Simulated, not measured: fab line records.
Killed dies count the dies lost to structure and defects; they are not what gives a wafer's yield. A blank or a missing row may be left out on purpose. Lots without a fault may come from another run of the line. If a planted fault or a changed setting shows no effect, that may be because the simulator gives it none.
fab line records	flow sky130
[record] lots = 15	wafers = 45	last-day = 50
route steps=708 shown METAL1@435 VIA1@472
lots untouched by any fault: they come from a run of this same line in which no faults occurred
start-h: the number of hours between the record's first day and the start of the first shown wafer of the lot	wait-h: hours since the lot's step before	" same as the row above	L1.1+2: a single row standing in for several wafers	- no value, or no start given	* or withheld: withheld	< > ~ a bound
route shown NAME@n: names a module that has steps shown in the file, with the first one's number in the route	usual: mean/standard deviation of fault-free wafers	same: alike in all rows	chamber/n: place in a boat	sites: readings site by site	_std_site: their standard deviation	_edge_site: inner sites' mean taken away from outer sites' mean	radius-mm: how far each site lies from the wafer's centre	mask NAME#n: copy n	behind: tool/chamber where the wafer was last shaped	hold: cause of the lot's hold/its duration in hours/its outcome	device: the n, p or np transistor that did not switch	end of line: the same wafers' tests at the end of the route	a step given without rows: its recipe and nothing more	killed: count of dies lost to structure and defects at first sort (not the wafer's yield)	map: per-die view of a wafer (x killed, . not killed, _ where there is no die)
set.NAME: the run value of the setting; set.NAME@STEP: its run value at that earlier step	model.NAME: the simulator's own value behind a step, which no gauge read
one table for each step of the route and one row for each wafer, over a sample of lots
services: from which hour (start-h, from the record's first day; less than 0 if before it) a tool's chamber was out of use, for how many hours, and why
[[steps]]
[step SKY_METAL1_SPUTTER_01]
[recipe] material = TiN	target-thk-nm = 20	power-w = 6500	time-s = 16.7	chamber-pressure-pa = 0.4
[usual] throttle-valve-pct = 30.3/0.67
lot.wafer	tool	chamber	start-h	wait-h	throttle-valve-pct
L967.2	pvd-sputter-04	-	737.46	0.0	30.7
L967.4	"	-	"	"	29.5
L967.5	"	-	"	"	30.3
L968.2	pvd-sputter-02	-	754.03	0.0	30.6
L968.4	"	-	"	"	31.2
L968.6	"	-	"	"	30.5
L969.1	pvd-sputter-04	-	759.37	0.0	29.9
L969.2	"	-	"	"	30.1
L969.6	"	-	"	"	30.7
L970.2	pvd-sputter-04	-	772.70	0.0	30.0
L970.5	"	-	"	"	30.8
L970.6	"	-	"	"	29.9
L971.1	pvd-sputter-02	-	778.57	0.0	30.6
L971.5	"	-	"	"	31.4
L971.6	"	-	"	"	30.7
L972.1	pvd-sputter-04	-	785.57	0.0	29.4
L972.2	"	-	"	"	30.6
L972.5	"	-	"	"	30.2
L973.1	pvd-sputter-02	-	792.07	0.0	31.1
L973.4	"	-	"	"	30.3
L973.5	"	-	"	"	30.6
L975.3	pvd-sputter-02	-	803.23	0.0	30.3
L975.4	"	-	"	"	31.2
L975.5	"	-	"	"	30.3
L976.1	pvd-sputter-02	-	815.42	0.0	30.3
L976.5	"	-	"	"	30.4
L976.6	"	-	"	"	31.0
L978.2	pvd-sputter-02	-	827.21	0.0	30.4
L978.3	"	-	"	"	31.1
L978.5	"	-	"	"	30.5
L986.1	pvd-sputter-01	-	886.14	0.0	30.0
L986.3	"	-	"	"	31.1
L986.6	"	-	"	"	30.0
L987.2	pvd-sputter-02	-	888.56	0.0	31.5
L987.3	"	-	"	"	30.1
L987.5	"	-	"	"	29.9
L988.4	pvd-sputter-02	-	906.97	0.0	30.3
L988.5	"	-	"	"	30.2
L988.6	"	-	"	"	31.2
L989.1	pvd-sputter-01	-	912.45	0.0	31.3
L989.4	"	-	"	"	30.1
L989.6	"	-	"	"	29.9
L990.1	pvd-sputter-04	-	924.62	0.0	29.9
L990.4	"	-	"	"	30.3
L990.6	"	-	"	"	30.3
[step SKY_METAL1_PEB_13]
[recipe] peb-temp-c = withheld	peb-time-s = withheld	resist = KrF-thick
[usual] chill-plate-temp-C = *	exhaust-pa = 45.1/0.97
lot.wafer	tool	chamber	start-h	wait-h	chill-plate-temp-C	exhaust-pa
L967.2	litho-track-02	0	763	-	*	44.6
L967.4	"	0	"	"	*	44.8
L967.5	"	0	"	"	*	45.1
L968.2	litho-track-04	0	780	-	*	46.6
L968.4	"	0	"	"	*	44.5
L968.6	"	0	"	"	*	43.7
L969.1	litho-track-01	0	784	-	*	44.7
L969.2	"	0	"	"	*	45.4
L969.6	"	0	785	-	*	44.2
L970.2	litho-track-02	0	799	-	*	46.0
L970.5	"	0	"	"	*	44.5
L970.6	"	0	"	"	*	44.7
L971.1	litho-track-04	0	804	-	*	44.1
L971.5	"	0	"	"	*	44.6
L971.6	"	0	"	"	*	44.3
L972.1	litho-track-02	0	812	-	*	43.4
L972.2	"	0	"	"	*	44.1
L972.5	"	0	"	"	*	44.3
L973.1	litho-track-01	0	818	-	*	43.9
L973.4	"	0	"	"	*	45.1
L973.5	"	0	"	"	*	43.8
L975.3	litho-track-02	0	830	-	*	44.8
L975.4	"	0	"	"	*	45.6
L975.5	"	0	"	"	*	45.9
L976.1	litho-track-01	0	841	-	*	45.5
L976.5	"	0	"	"	*	46.0
L976.6	"	0	"	"	*	45.7
L978.2	litho-track-04	0	852	-	*	45.5
L978.3	"	0	"	"	*	45.0
L978.5	"	0	"	"	*	45.7
L986.1	litho-track-01	-	910	-	-	-
L986.3	"	-	"	"	-	-
L986.6	"	-	"	"	-	-
L987.2	litho-track-04	-	913	-	-	-
L987.3	"	-	"	"	-	-
L987.5	"	-	"	"	-	-
L988.4	litho-track-01	-	931	-	-	-
L988.5	"	-	"	"	-	-
L988.6	"	-	"	"	-	-
L989.1	litho-track-02	0	937	-	*	44.3
L989.4	"	0	"	"	*	44.8
L989.6	"	0	"	"	*	45.2
L990.1	litho-track-02	0	949	-	*	45.7
L990.4	"	0	"	"	*	45.5
L990.6	"	0	"	"	*	46.1
[step SKY_METAL1_ETCH_18]
[recipe] chemistry = N2/H2	target = BARC	ion-energy-ev = 200	bias-w = 100	pressure-mtorr = 30	n2-flow-sccm = 100	h2-flow-sccm = 200	icp-w = 500	stop-on = SiO2	time-s = 45.9	target-depth-a = 600
[usual] drypump-motor-current-A = 5.63/0.21	h2-flow-sccm = 200.0/0.58	oes-product-au = 0.854/0.0045	throttle-valve-pct = 13.225/0.0092
lot.wafer	tool	chamber	start-h	wait-h	drypump-motor-current-A	h2-flow-sccm	oes-product-au	rf-hours-counter-h	throttle-valve-pct
L967.2	rie-metal-03	0	764.07	0.0	5.94	200.2	0.853	8	13.240
L967.4	"	1	"	"	5.68	200.8	0.858	-	13.243
L967.5	"	0	"	"	5.95	200.1	0.854	-	13.222
L968.2	rie-metal-03	1	780.89	0.0	5.68	201.2	0.848	3	13.227
L968.4	"	1	"	"	5.65	201.3	0.851	-	13.225
L968.6	"	0	"	"	6.01	200.0	0.859	-	13.225
L969.1	rie-metal-03	1	785.48	0.1	5.67	200.7	0.849	3	13.243
L969.2	"	1	"	"	5.67	200.5	0.853	-	13.216
L969.6	"	1	"	"	5.68	199.5	0.846	-	13.246
L970.2	rie-metal-01	0	799.67	0.0	5.37	200.4	0.852	9	13.241
L970.5	"	0	"	"	5.38	199.6	0.853	-	13.215
L970.6	"	1	"	"	5.86	200.3	0.861	-	13.229
L971.1	rie-metal-02	1	804.62	0.1	5.47	200.7	0.854	9	13.220
L971.5	"	1	"	"	5.48	200.9	0.856	-	13.223
L971.6	"	1	"	"	5.49	200.4	0.852	-	13.233
L972.1	rie-metal-01	1	812.77	0.0	5.88	200.2	0.858	8	13.236
L972.2	"	0	"	"	5.39	200.0	0.858	10	13.239
L972.5	"	1	"	"	5.88	200.0	0.856	-	13.213
L973.1	rie-metal-01	1	818.95	0.0	5.88	199.9	0.861	8	13.225
L973.4	"	0	"	"	5.40	200.4	0.861	-	13.215
L973.5	"	1	"	"	5.88	199.6	0.850	-	13.221
L975.3	rie-metal-02	1	830.59	0.1	5.51	199.6	0.863	-	13.236
L975.4	"	1	"	"	5.50	200.1	0.848	-	13.221
L975.5	"	1	"	"	5.50	199.7	0.853	-	13.235
L976.1	rie-metal-03	0	842.18	0.0	5.95	199.0	0.855	10	13.233
L976.5	"	0	"	"	5.99	197.9	0.858	-	13.242
L976.6	"	1	"	"	5.66	201.4	0.850	-	13.238
L978.2	rie-metal-01	0	853.34	0.0	5.39	200.6	0.853	11	13.228
L978.3	"	1	"	"	5.87	200.1	0.851	-	13.211
L978.5	"	1	"	"	5.86	200.5	0.860	-	13.216
L986.1	rie-metal-03	1	911.35	0.0	5.66	199.4	0.851	9	13.221
L986.3	"	0	"	"	5.86	199.7	0.855	-	13.221
L986.6	"	0	"	"	5.94	199.7	0.845	-	13.225
L987.2	rie-metal-02	1	914.09	0.0	5.45	200.9	0.850	14	13.229
L987.3	"	1	"	"	5.45	200.0	0.846	-	13.225
L987.5	"	0	"	"	5.49	200.6	0.850	-	13.218
L988.4	rie-metal-02	0	931.97	0.0	5.48	200.3	0.853	-	13.212
L988.5	"	0	"	"	5.46	200.1	0.853	-	13.201
L988.6	"	1	"	"	5.44	200.3	0.852	-	13.220
L989.1	rie-metal-02	1	938.12	0.0	5.49	200.2	0.860	15	13.223
L989.4	"	1	"	"	5.49	200.2	0.856	-	13.240
L989.6	"	0	"	"	5.47	200.5	0.849	-	13.230
L990.1	rie-metal-01	0	949.72	0.0	5.37	199.6	0.855	15	13.220
L990.4	"	0	"	"	5.36	200.4	0.858	-	13.225
L990.6	"	1	"	"	5.86	200.1	0.845	-	13.228
[step SKY_VIA1_ETCH_14]
[recipe] chemistry = N2/H2	target = BARC	ion-energy-ev = 200	source-w = 500	bias-w = 100	pressure-mtorr = 30	n2-flow-sccm = 100	h2-flow-sccm = 200	stop-on = SiO2	time-s = 45.9	target-depth-a = 600
[usual] drypump-motor-current-A = 5.83/0.24	h2-flow-sccm = 200.0/0.56	oes-product-au = 0.853/0.0046	throttle-valve-pct = 13.224/0.0096
lot.wafer	tool	chamber	start-h	wait-h	drypump-motor-current-A	h2-flow-sccm	oes-product-au	rf-hours-counter-h	throttle-valve-pct
L967.2	rie-diel-04	1	792.06	0.0	6.15	201.2	0.854	5	13.231
L967.4	"	3	"	"	5.65	200.6	0.849	6	13.235
L967.5	"	0	"	"	5.86	199.9	0.849	-	13.231
L968.2	rie-diel-04	2	808.56	0.0	6.03	199.8	0.852	7	13.222
L968.4	"	1	"	"	6.11	200.2	0.859	5	13.226
L968.6	"	0	"	"	5.85	200.9	0.860	-	13.220
L969.1	rie-diel-02	2	813.26	0.0	5.69	200.8	0.854	24	13.228
L969.2	"	1	"	"	6.01	200.2	0.856	15	13.222
L969.6	"	0	"	"	5.68	200.4	0.855	-	13.217
L970.2	rie-diel-04	0	828.14	0.0	5.86	200.3	0.853	14	13.238
L970.5	"	0	"	"	5.84	200.1	0.851	-	13.229
L970.6	"	3	"	"	5.63	200.0	0.857	-	13.223
L971.1	rie-diel-04	1	832.71	0.0	6.11	199.9	0.848	6	13.230
L971.5	"	1	"	"	6.13	200.0	0.843	-	13.206
L971.6	"	2	"	"	6.04	199.9	0.847	-	13.216
L972.1	rie-diel-04	0	840.09	0.0	5.87	199.0	0.851	14	13.220
L972.2	"	1	"	"	6.11	200.0	0.853	6	13.217
L972.5	"	0	"	"	5.87	199.9	0.850	-	13.222
L973.1	rie-diel-02	3	846.34	0.0	6.18	199.2	0.856	14	13.239
L973.4	"	0	"	"	5.67	199.8	0.853	13	13.227
L973.5	"	1	"	"	6.00	200.1	0.858	-	13.219
L975.3	rie-diel-04	1	858.56	0.0	6.13	200.8	0.859	6	13.237
L975.4	"	2	"	"	6.01	199.6	0.854	9	13.237
L975.5	"	1	"	"	6.14	200.4	0.859	-	13.224
L976.1	rie-diel-01	3	870.06	0.0	5.97	200.6	0.851	5	13.213
L976.5	"	2	"	"	5.53	199.4	0.854	-	13.240
L976.6	"	3	"	"	5.99	199.9	0.849	-	13.215
L978.2	rie-diel-04	2	880.56	0.0	6.03	200.1	0.850	9	13.202
L978.3	"	3	"	"	5.64	198.8	0.856	8	13.230
L978.5	"	2	"	"	6.02	199.7	0.854	-	13.219
L989.1	rie-diel-02	1	963.41	0.0	6.00	200.1	0.864	20	13.231
L989.4	"	0	"	"	5.69	200.0	0.858	16	13.211
L989.6	"	0	"	"	5.70	199.7	0.862	-	13.228
L990.1	rie-diel-02	0	975.06	0.0	5.68	200.9	0.852	16	13.229
L990.4	"	3	"	"	6.17	199.7	0.853	18	13.234
L990.6	"	0	"	"	5.69	199.7	0.855	-	13.210
[[services]]
tool	chamber	start-h	hours	kind
rie-metal-03	1	719.08	15.8	repair
rie-diel-01	3	720.96	4.1	repair
rie-diel-04	1	750.57	2.9	repair
rie-metal-02	-	750.99	0.8	repair
rie-metal-02	0	767.65	-	clean
rie-metal-03	0	784.67	26.2	repair
rie-diel-01	3	800.76	3.4	repair
rie-metal-01	1	807.95	3.0	repair
rie-diel-01	-	810.63	2.8	pm
pvd-sputter-04	-	812.25	5.8	repair
rie-diel-01	1	814.47	7.6	repair
rie-metal-02	0	817.49	16.7	repair
rie-diel-01	-	817.64	4.3	pm
rie-diel-02	3	819.72	7.0	repair
rie-metal-02	1	820.36	7.9	repair
rie-diel-02	2	837.86	4.6	repair
pvd-sputter-04	-	859.06	4.7	repair
pvd-sputter-01	-	867.88	12.1	repair
rie-diel-02	-	889.46	14.6	pm
rie-diel-01	2	894.71	8.3	repair
rie-diel-04	1	903.66	8.8	repair
rie-diel-02	3	913.22	3.4	repair
pvd-sputter-01	-	936.49	51.4	repair
pvd-sputter-01	-	953.44	6.6	repair
[[key]]
[first-sign] step = SKY_METAL1_PEB_13	reading = tool-record	direction = missing
effect none on later readings
met-at SKY_METAL1_PEB_13
struck-lots L986,L987,L988
later-rows-left-out L986.1,L986.3,L986.6,L987.2,L987.3,L987.5,L988.4,L988.5,L988.6
sort-left-out L986.1,L986.3,L986.6,L987.2,L987.3,L987.5,L988.4,L988.5,L988.6
not-acting-at SKY_METAL1_SPUTTER_01,SKY_METAL1_ETCH_18,SKY_VIA1_ETCH_14
onset-between 852 910
[fault] kind = skipped-step-whole	tool = litho-track-01,litho-track-04	chamber = -	onset-h = 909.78	steps = SKY_METAL1_PEB_13	scope = struck-lots-only
// sort-left-out: the simulated sort isn't trusted on such a fault, so these wafers' sort isn't shown, and their yield isn't known
// later-rows-left-out: the simulator's readings of these wafers behind a module that went badly wrong aren't trusted and aren't shown, but for the sort
